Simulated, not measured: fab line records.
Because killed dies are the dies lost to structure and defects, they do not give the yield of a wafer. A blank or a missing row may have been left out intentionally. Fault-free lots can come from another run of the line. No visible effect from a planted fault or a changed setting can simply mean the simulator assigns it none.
Matching of chambers :: flow sky130 :: SKY_POLY_GATE_ETCH_17 on rie si-01 has 4 sister chambers
The step etches poly-Si in HBr/Cl2, stops on SiO2, target depth 180 nm, time 70.5 s. 7 wafers are shown with their chamber, then 7 later ones without.

## WAFERS PAIRED WITH THEIR CHAMBERS
wafer: L408.5
chamber: 1
drypump motor current A (A): 5.59
run length s (s): 99.4

wafer: L410.6
chamber: 2
drypump motor current A (A): 5.18
run length s (s): 98.8

wafer: L412.4
chamber: 2
drypump motor current A (A): 5.17
run length s (s): 98.5

wafer: L412.5
chamber: 0
drypump motor current A (A): 5.00
run length s (s): 99.3

wafer: L412.6
chamber: 3
drypump motor current A (A): 5.25
run length s (s): 98.3

wafer: L414.1
chamber: 1
drypump motor current A (A): 5.58
run length s (s): 98.7

wafer: L414.3
chamber: 0
drypump motor current A (A): 5.01
run length s (s): 99.4

## WAFERS WHOSE CHAMBER IS MISSING
wafer: L414.5
drypump motor current A (A): 5.59
run length s (s): 99.0

wafer: L416.1
drypump motor current A (A): 4.97
run length s (s): 99.1

wafer: L416.2
drypump motor current A (A): 5.25
run length s (s): 98.4

wafer: L416.3
drypump motor current A (A): 5.58
run length s (s): 98.9

wafer: L418.1
drypump motor current A (A): 5.19
run length s (s): 98.7

wafer: L418.3
drypump motor current A (A): 5.04
run length s (s): 99.2

wafer: L418.6
drypump motor current A (A): 5.19
run length s (s): 98.4

## THE CHAMBER EACH PASSED THROUGH
wafer: L414.5
from the rows above: 1
in truth: 1

wafer: L416.1
from the rows above: 0
in truth: 0

wafer: L416.2
from the rows above: 3
in truth: 3

wafer: L416.3
from the rows above: 1
in truth: 1

wafer: L418.1
from the rows above: 2
in truth: 2

wafer: L418.3
from the rows above: 0
in truth: 0

wafer: L418.6
from the rows above: 2
in truth: 2
7 of 7 placed correctly. Can't be placed from these rows: 0. Wrongly placed: 0.
How it was worked out, from the rows above alone: a wafer's distance from a chamber is the root of the sum, over the readings, of the square of ((its reading less the chamber's mean) divided by the reading's scatter). The wafer belongs to the nearest chamber; if the next one is less than 2 further off, it can't be placed. The mean given for a chamber averages the wafers shown for that chamber. The scatter is the square root of a quotient: the sum, over the shown wafers, of each reading's squared deviation from its chamber's mean, divided by wafers minus chambers.
